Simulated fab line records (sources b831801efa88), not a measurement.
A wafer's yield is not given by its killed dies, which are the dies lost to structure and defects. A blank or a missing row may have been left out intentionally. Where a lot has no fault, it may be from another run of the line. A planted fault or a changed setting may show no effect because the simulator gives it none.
A lot that was struck, set against a sound lot / flow sky130 / 32 steps out of a route of 708
Sound: these wafers, L825.3, L825.4, L825.5. The struck wafers were L843.1, L843.2, L843.3. Last of all comes the cause.
Order at every step that has rows: each side's tool, ch and its chambers, its first start. Under that, the readings that differ: sound wafers / struck wafers / difference of the means / sigmas: that difference in standard deviations of wafers without a fault.
alike: readings whose means differ by less than 2 such deviations, and words and numbers that are the same on both sides. not compared: withheld readings, readings that some wafer has no value for, bounds like >300 that may hide the same value, and numbers for which the record gives no deviation and whose values overlap.
A row with sigmas, a row that says differs or no value, or rows on one side alone: a step with any of these is where the two part. Numbers that have no deviation but don't overlap get no sigmas and don't part them. Lack of a reading on every wafer of one side parts them only where that side has two or more wafers.

SKY_PWDE_OVL_MEAS_07:
  sound: overlay-01 at day 3 16:32; struck: overlay-02 at day 8 00:23
  alike: PWDE_OVL
next, for these wafers, 1 step has no rows: SKY_PWDE_IMPLANT_08.
SKY_PWDE_STRIP_09: strips in O2/N2.
  sound on plasma asher-02 ch 0,1, day 3 16:44; struck on plasma asher-04 ch 0,1, day 8 00:34
reading=drypump motor current A (A); sound=5.72 5.79 5.72; struck=6.01 5.83 6.01; difference=+0.21; sigmas=+2
  alike: o2 flow sccm, oes product au, strip time to endpoint s
  not compared: rf hours counter h
SKY_PWDE_TW_MEAS_10:
  sound: film metro-04 at day 3 16:50; struck: film metro-04 at day 8 00:40
  alike: PWDE_TW
then, 7 steps without rows for these wafers: SKY_NWELL_DEHYDRATE_03 (time 60 s); SKY_NWELL_HMDS_04 (prime time 60 s); SKY_NWELL_COAT_05 (resist thk 3000 nm); SKY_NWELL_SOFTBAKE_06; SKY_NWELL_EXPOSE_07 (exposes mask NWM, target cd 840 nm); SKY_NWELL_PEB_08; SKY_NWELL_DEVELOP_09 (develop time 60 s).
SKY_NWELL_OVL_MEAS_10:
  sound: overlay-02 at day 4 09:23; struck: overlay-01 at day 8 20:13
  alike: NWELL_00_OVL
SKY_NWELL_IMPLANT_11:
  sound on implanter-03 ch 0, day 4 09:28; struck on implanter-01 ch 0, day 8 20:16
reading=dose ions cm2; sound=1.9027e+13 1.9013e+13 1.9013e+13; struck=2.8512e+13 2.8521e+13 2.85e+13; difference=+9.4933e+12; sigmas=+99 or more
reading=faraday current uA; sound=106.6 105.6 108.1; struck=156.2 162.9 159.4; difference=+52.7; sigmas=+21
then, 2 steps without rows for these wafers: SKY_NWELL_IMPLANT_12; SKY_NWELL_IMPLANT_13.
SKY_NWELL_STRIP_14: strips in O2/N2.
  sound on plasma asher-01 ch 0,1, day 4 09:53; struck on plasma asher-01 ch 0,1, day 8 20:43
  alike: drypump motor current A, o2 flow sccm, oes product au, strip time to endpoint s
  not compared: rf hours counter h
SKY_NWELL_TW_MEAS_15:
  sound: film metro-01 at day 4 09:59; struck: film metro-02 at day 8 20:49
reading=NWELL_TW; sound=1859 1845 1860; struck=2102 2109 2101; difference=+249; sigmas=+21
then, 7 steps without rows for these wafers: SKY_NWELL_DEHYDRATE_16 (time 60 s); SKY_NWELL_HMDS_17 (prime time 60 s); SKY_NWELL_COAT_18 (resist thk 3000 nm); SKY_NWELL_SOFTBAKE_19; SKY_NWELL_EXPOSE_20 (exposes mask NWM COMPLEMENT, target cd 840 nm); SKY_NWELL_PEB_21; SKY_NWELL_DEVELOP_22 (develop time 60 s).
SKY_NWELL_OVL_MEAS_23:
  sound: overlay-02 at day 5 03:02; struck: overlay-02 at day 9 18:29
  alike: NWELL_01_OVL
next, for these wafers, 1 step has no rows: SKY_NWELL_IMPLANT_24.
SKY_NWELL_STRIP_25: strips in O2/N2.
  sound on plasma asher-02 ch 0,1, day 5 03:14; struck on plasma asher-01 ch 0,1, day 9 18:40
  alike: drypump motor current A, o2 flow sccm, oes product au, strip time to endpoint s
  not compared: rf hours counter h
SKY_NWELL_TW_MEAS_26:
  sound: film metro-04 at day 5 03:20; struck: film metro-02 at day 9 18:46
  alike: NWELL_2_TW
then, 1 step without rows for these wafers: SKY_NWELL_CLEAN_27 (cleans in SC1/SC2, time 150 s).
SKY_NWELL_RTA_28: time 30 s.
  sound on rtp anneal-02 ch 0, day 5 03:27; struck on rtp anneal-01 ch 0, day 9 18:53
  alike: anneal temp c max, lamp power pct, ramp up c per s, wafer_temp_C_max
SKY_NWELL_RS_MEAS_29: measures by four-point-probe.
  sound: film metro-04 at day 5 03:34; struck: film metro-01 at day 9 18:59
reading=NWELL_RS (ohm/sq); sound=622.0 624.1 623.6; struck=502.2 502.2 501.3; difference=-121.3; sigmas=-71
-- the record jumps here: 40 days lie between the struck wafers' starts before and after (it left off in module NWELL and takes up again in module PAD_OPEN, whose first step shown is number 708 of the route) --
SKY_PAD_OPEN_PROBE_99:
  sound: prober-02 at day 45 12:45; struck: prober-02 at day 49 20:06
reading=model.etest.nfet_16v.r on ohm um; sound=1.407e+04 1.424e+04 1.408e+04; struck=1.231e+04 1.237e+04 1.251e+04; difference=-1.733e+03; sigmas=
reading=model.etest.pfet_16v.r on ohm um; sound=1.493e+04 1.526e+04 1.512e+04; struck=1.596e+04 1.622e+04 1.615e+04; difference=+1.007e+03; sigmas=
reading=model.etest.res nwell.line ohm um; sound=1117 1112 1132; struck=889.7 931.6 918; difference=-207.2; sigmas=
reading=model.etest.res nwell.rs ohm sq; sound=936 945.6 947.9; struck=770.4 795.9 791.7; difference=-157.2; sigmas=
reading=model.etest.pfet g5v0d10v5.r on ohm um; sound=4650 4724 4697; struck=4740 4755 4776; difference=+67; sigmas=
reading=model.etest.tip_p_5v.rs ohm sq; sound=2861 2876 2861; struck=2926 2948 2924; difference=+67; sigmas=
reading=model.etest.res nwell.width nm (nm); sound=843.8 843.9 844.5; struck=860.6 859 862.8; difference=+16.7; sigmas=
reading=model.etest.res iso pwell.width nm (nm); sound=2656 2644 2632; struck=2611 2614 2604; difference=-34; sigmas=
  alike: killed_at_M0_to_M3, killed_at_M4_up, killed at contacts, killed at front end, killed at other, killed dies, killed open, killed short

== WHERE THEY PART ==
At SKY_PWDE_STRIP_09 first; at SKY_NWELL_RS_MEAS_29 last (within this record only). Later steps at which nothing parts them and some readings are alike: SKY_PAD_OPEN_PROBE_99.

WHY: the cause the simulator had injected
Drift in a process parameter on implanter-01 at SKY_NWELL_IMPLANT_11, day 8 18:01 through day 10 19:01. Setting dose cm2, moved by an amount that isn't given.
